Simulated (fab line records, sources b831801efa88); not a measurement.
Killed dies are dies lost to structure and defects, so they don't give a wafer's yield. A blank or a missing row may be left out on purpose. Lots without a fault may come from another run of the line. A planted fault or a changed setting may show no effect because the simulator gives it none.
Chamber matching | flow gf180mcu | GF_CONTACT_CMP_04 on cmp-01: 4 sister chambers
The step polishes SiO2. 36 wafers are shown with their chamber, then 12 later ones without.

WAFERS WITH THEIR CHAMBER
wafer  | chamber | motor_current_A (A) | retaining_ring_pressure_frac | head_pressure_psi (psi)
L074.1 | 1       | 12.9                | 1.002                        | 4.006
L074.3 | 3       | 10.1                | 0.999                        | 3.990
L074.6 | 3       | 10.1                | 1.004                        | 4.012
L075.1 | 3       | 10.5                | 1.003                        | 3.991
L075.2 | 0       | 13.0                | 1.005                        | 4.002
L075.3 | 1       | 12.5                | 1.008                        | 4.006
L076.2 | 2       | 10.2                | 1.000                        | 3.996
L076.5 | 0       | 13.5                | 0.995                        | 3.993
L076.6 | 3       | 10.6                | 0.996                        | 4.000
L077.1 | 0       | 13.1                | 0.994                        | 4.003
L077.4 | 3       | 10.2                | 1.005                        | 4.005
L077.6 | 0       | 13.7                | 1.002                        | 3.992
L078.2 | 2       | 10.1                | 0.994                        | 4.012
L078.3 | 0       | 13.5                | 0.995                        | 3.990
L078.4 | 3       | 10.5                | 0.995                        | 4.001
L079.3 | 0       | 14.0                | 1.006                        | 3.994
L079.4 | 1       | 12.8                | 1.006                        | 4.005
L079.5 | 0       | 13.5                | 0.999                        | 3.994
L081.4 | 3       | 10.3                | 1.003                        | 3.993
L081.5 | 3       | 9.7                 | 1.003                        | 3.994
L081.6 | 2       | 9.7                 | 1.001                        | 4.020
L084.2 | 3       | 9.9                 | 0.994                        | 4.011
L084.3 | 2       | 10.3                | 1.000                        | 4.008
L084.4 | 1       | 12.1                | 0.998                        | 4.014
L086.1 | 0       | 12.7                | 0.995                        | 3.983
L086.4 | 1       | 13.3                | 1.003                        | 3.999
L086.5 | 3       | 9.5                 | 1.002                        | 4.007
L087.1 | 0       | 13.5                | 0.999                        | 3.994
L087.3 | 3       | 9.7                 | 0.997                        | 3.993
L087.4 | 2       | 9.6                 | 0.990                        | 3.995
L089.1 | 1       | 12.8                | 1.001                        | 4.000
L089.4 | 0       | 13.5                | 0.992                        | 4.002
L089.6 | 1       | 12.5                | 1.008                        | 4.004
L090.3 | 1       | 12.4                | 1.002                        | 3.995
L090.4 | 3       | 10.3                | 1.004                        | 3.989
L090.6 | 0       | 13.1                | 1.001                        | 4.000

SIGNATURES (means of the wafers above)
reading                      | chamber 0 | chamber 1 | chamber 2 | chamber 3 | scatter within a chamber
motor_current_A              | 13.373    | 12.662    | 9.980     | 10.117    | 0.355
retaining_ring_pressure_frac | 0.99845   | 1.00350   | 0.99700   | 1.00042   | 0.00422
head_pressure_psi            | 3.99518   | 4.00363   | 4.00620   | 3.99883   | 0.00754
Rule: a wafer's distance from a chamber is the root of the sum, over the readings, of the square of ((its reading less the chamber's mean) divided by the reading's scatter). The wafer belongs to the nearest chamber; if the next one is less than 2 further off, it can't be placed. The scatter: the root of (the sum of the squares of (reading less its chamber's mean) over the shown wafers, divided by (wafers less chambers)).

WAFERS WITHOUT THEIR CHAMBER
wafer  | motor_current_A (A) | retaining_ring_pressure_frac | head_pressure_psi (psi)
L091.1 | 10.1                | 0.996                        | 3.994
L091.2 | 10.7                | 1.001                        | 3.994
L091.6 | 10.2                | 0.995                        | 3.993
L092.2 | 9.7                 | 1.005                        | 4.001
L092.4 | 13.2                | 0.998                        | 3.992
L092.6 | 10.6                | 0.995                        | 3.998
L096.1 | 13.4                | 1.004                        | 4.000
L096.3 | 10.2                | 1.004                        | 4.001
L096.6 | 10.6                | 1.002                        | 3.994
L097.1 | 14.1                | 1.003                        | 3.986
L097.2 | 10.6                | 1.008                        | 3.995
L097.3 | 10.2                | 1.000                        | 3.990

WHICH CHAMBER EACH WENT THROUGH
wafer  | from the rows above     | in truth
L091.1 | can't be placed: 3 or 2 | 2
L091.2 | can't be placed: 3 or 2 | 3
L091.6 | can't be placed: 3 or 2 | 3
L092.2 | can't be placed: 3 or 2 | 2
L092.4 | can't be placed: 0 or 1 | 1
L092.6 | can't be placed: 3 or 2 | 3
L096.1 | can't be placed: 0 or 1 | 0
L096.3 | can't be placed: 3 or 2 | 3
L096.6 | can't be placed: 3 or 2 | 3
L097.1 | 0                       | 0
L097.2 | can't be placed: 3 or 2 | 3
L097.3 | can't be placed: 3 or 2 | 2
Placed correctly: 1 of 12. Can't be placed from these rows: 11 (the true chamber is among the candidates in 11). Placed wrongly: 0.
